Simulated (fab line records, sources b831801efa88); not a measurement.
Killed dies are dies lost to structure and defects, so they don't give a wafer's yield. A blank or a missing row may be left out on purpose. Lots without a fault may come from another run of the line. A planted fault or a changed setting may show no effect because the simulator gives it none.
Problem report in the 8D (eight disciplines) form, filled by code | flow sky130 | the parts of the form that need people (team, actions taken, sign-off) are left out

1. THE PROBLEM
bias_w at SKY_LOCAL_INTERCONNECT_ETCH_13 reads a mean of 92.4 W on 9 wafers of 3 lots; wafers without a fault read 100.0 W with a standard deviation of 0.34. That is -22 standard deviations from the usual mean.
The step: etches BARC in N2/H2, stops on SiO2, time 45.9 s, target depth 60 nm.
First seen on wafer L987.1, day 36 01:13, on rie_metal-02. The record holds 39 wafers of 13 lots with a number at this step. Rule for "out", or "out of limits": more than 4 standard deviations from the usual mean. The other wafers with a number count as sound.

2. WHAT IT IS AND WHAT IT IS NOT
question                    | is                     | is not
which readings at this step | bias_w                 | drypump_motor_current_A, he_backside_leak_sccm, throttle_valve_pct
which lots                  | L987, L988, L989       | L969, L970, L971, L973, L974, L975, L976, L977, L978, L979
which wafers of those lots  | all that have a number | -
read on which tools         | rie_metal-02           | rie_metal-01, rie_metal-03
when                        | from day 36 01:13      | up to then (30 sound wafers)

3. SUSPECTS, AND WHAT RULES EACH OUT
Counting: a tool at a process step up to the reading stays a suspect if it ran every lot that is out and no sound lot after the first of them.
- rie_metal-02 at SKY_LOCAL_INTERCONNECT_ETCH_13 (etches BARC in N2/H2, stops on SiO2, time 45.9 s, target depth 60 nm): kept. It ran every lot that is out, first L987 (day 36 01:13), and no sound lot after that; its last sound lot up to then is L975 (day 32 03:35). Its own readings are out on those wafers: bias_w.
Left after counting: rie_metal-02 at SKY_LOCAL_INTERCONNECT_ETCH_13.

4. THE CAUSE (what the simulator had put in)
Process parameter drift: rie_metal-02, from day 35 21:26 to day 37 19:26, at SKY_LOCAL_INTERCONNECT_ETCH_13. Setting bias_w, moved by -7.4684, from 100. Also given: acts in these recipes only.
Counting left only this tool.

5. THE CHAIN OF EFFECTS, in route order
Each row: a reading whose mean over the struck wafers that have a number lies more than 3 standard deviations from the usual. Only readings for which the record gives a usual standard deviation are gone through. hours: the time from each lot's start at the first step in this table that gives one to its start at this step, as a median over the lots. sigmas: the change in usual standard deviations.
hours | step                           | reading | usual   | on struck wafers | change | sigmas
0     | SKY_LOCAL_INTERCONNECT_ETCH_13 | bias_w  | 100.0 W | 92.4             | -7.6   | -22
The process steps in it:
- SKY_LOCAL_INTERCONNECT_ETCH_13: etches BARC in N2/H2, stops on SiO2, time 45.9 s, target depth 60 nm.

6. WHAT WOULD HAVE CAUGHT IT SOONER
In this record the first reading out of limits was taken at day 36 01:13, 4 hours after the fault began at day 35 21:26.
